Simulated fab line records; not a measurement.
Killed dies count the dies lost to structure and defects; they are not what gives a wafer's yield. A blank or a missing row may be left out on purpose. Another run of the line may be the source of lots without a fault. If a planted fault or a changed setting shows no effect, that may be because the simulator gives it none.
A struck lot beside a sound one + flow sky130 + 18 out of 708 route steps
Sound: these wafers, L927.1, L927.4, L927.6. Struck: wafers L935.2, L935.5 (left out: L935.1, a lot-mate that was not struck); the cause follows at the end.
Each step with rows lists, per side, the tool, then ch with its chambers, then its first start. Under that, the readings that differ: sound wafers + struck wafers + difference of the means + sigmas: that difference in standard deviations of wafers without a fault.
alike: a reading whose means differ by less than 2 such deviations, as well as words and numbers matching on both sides. not compared: withheld readings; readings where some wafer has no value; bounds like >300 that might hide an equal value; numbers whose values overlap and for which the record gives no deviation.
The two part at a step that has a row with sigmas, a row that says differs or no value, or rows on one side only. Numbers that don't overlap but have no deviation are shown without sigmas and don't part them. A reading that every wafer of one side lacks parts them only if that side has two wafers or more.

first, 5 steps without rows for these wafers: SKY_VIA4_COAT_06 (resist thk 1140 nm); SKY_VIA4_SOFTBAKE_07 (time 60 s); SKY_VIA4_EXPOSE_08 (exposes mask VIM4, target cd 800 nm); SKY_VIA4_PEB_09; SKY_VIA4_DEVELOP_10 (develop time 60 s).
SKY_VIA4_OVL_MEAS_11:
  sound on overlay-01 at day 45 18:14; struck on overlay-01 at day 47 06:32
  alike: VIA4_OVL
SKY_VIA4_ETCH_12: etches SiO2 in C4F8/O2/Ar, stops on TiN, target depth 580 nm.
  sound on rie-diel-04 ch 2,3, day 45 18:16; struck on rie-diel-02 ch 1, day 47 06:34
  alike: oes-product-au, rf-fwd-power-W
SKY_VIA4_STRIP_13: strips in O2/N2.
  sound on plasma-asher-01 ch 0,1, day 45 18:20; struck on plasma-asher-03 ch 0, day 47 06:38
  alike: drypump-motor-current-A, oes-product-au, strip-time-to-endpoint-s
  not compared: rf-hours-counter-h
then, 3 steps without rows for these wafers: SKY_VIA4_STRIP_14 (strips in post etch residue remover, time 1200 s); SKY_VIA4_CLEAN_15 (cleans in IPA, time 180 s); SKY_VIA4_CLEAN_16 (cleans in O3/DIW).
SKY_VIA4_SPUTTER_17: material TiN, target thk 20 nm, time 80 s.
  sound on pvd-sputter-03 at day 45 18:58; struck on pvd-sputter-04 at day 47 07:14
  alike: throttle-valve-pct
SKY_VIA4_CVD_18: deposits W, target thk 505 nm, time 152.14 s.
  sound on cvd-w-02 ch 0, day 45 19:02; struck on cvd-w-02 ch 1, day 47 07:18
| reading                            | sound                | struck        | difference | sigmas |
|------------------------------------|----------------------|---------------|------------|--------|
| heater-power-w (W)                 | 947 936 933          | 771 782       | -162       | -3     |
| susceptor-temp-C (C)               | 400.25 400.11 400.44 | 394.32 394.81 | -5.70      | -23    |
| model.W_of_VIA4_CVD_18.thk-nm (nm) | 512 509.5 511.9      | 460.1 457     | -52.6      |        |
SKY_VIA4_RS_MEAS_19: measurement is done with a four-point probe.
  sound on film-metro-04 at day 45 19:11; struck on film-metro-02 at day 47 07:27
| reading            | sound                | struck        | difference | sigmas |
|--------------------|----------------------|---------------|------------|--------|
| VIA4_W_RS (ohm/sq) | 0.2236 0.2237 0.2235 | 0.2488 0.2506 | +0.0261    | +11    |
SKY_VIA4_THK_MEAS_20: measures by xrf.
  sound on film-metro-04 at day 45 19:18; struck on film-metro-02 at day 47 07:34
| reading         | sound       | struck  | difference | sigmas |
|-----------------|-------------|---------|------------|--------|
| VIA4_W_THK (nm) | 496 493 495 | 445 444 | -50        | -8     |
SKY_VIA4_CMP_21: polishes, stops on SiO2, t overpolish 25 s, target thk 0 nm.
  sound on cmp-02 ch 0,3, day 45 19:22; struck on cmp-02 ch 1,2, day 47 07:44
| reading                | sound       | struck  | difference | sigmas |
|------------------------|-------------|---------|------------|--------|
| time-to-endpoint-s (s) | 134 127 125 | 110 107 | -20        | -4     |
  alike: motor-current-A
SKY_METAL5_SPUTTER_00: material Ti, target thk 15 nm, time 10 s.
  sound on pvd-sputter-01 at day 45 19:40; struck on pvd-sputter-01 at day 47 07:56
  alike: throttle-valve-pct
-- the record jumps here: 2 days lie between the struck wafers' starts before and after (it left off in module METAL5 and takes up again in module PAD_OPEN, whose first step shown is number 708 of the route) --
SKY_PAD_OPEN_PROBE_99:
  sound on prober-02 at day 48 11:03; struck on prober-01 at day 49 18:17
| reading         | sound | struck | difference | sigmas |
|-----------------|-------|--------|------------|--------|
| killed-at-other | 0 3 1 | 0 0    | -1         | -2     |
  alike: defect-limited-yield, killed_at_M0_to_M3, killed_at_M4_up, killed-at-contacts, killed-at-front-end, killed-dies, killed-open, killed-short

WHERE THEY PART
Earliest at SKY_VIA4_CVD_18; latest, in this record, at SKY_PAD_OPEN_PROBE_99.

WHY: whatever the simulator had introduced
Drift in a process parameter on cvd-w-02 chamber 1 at SKY_VIA4_CVD_18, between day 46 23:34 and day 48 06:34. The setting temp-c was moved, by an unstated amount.
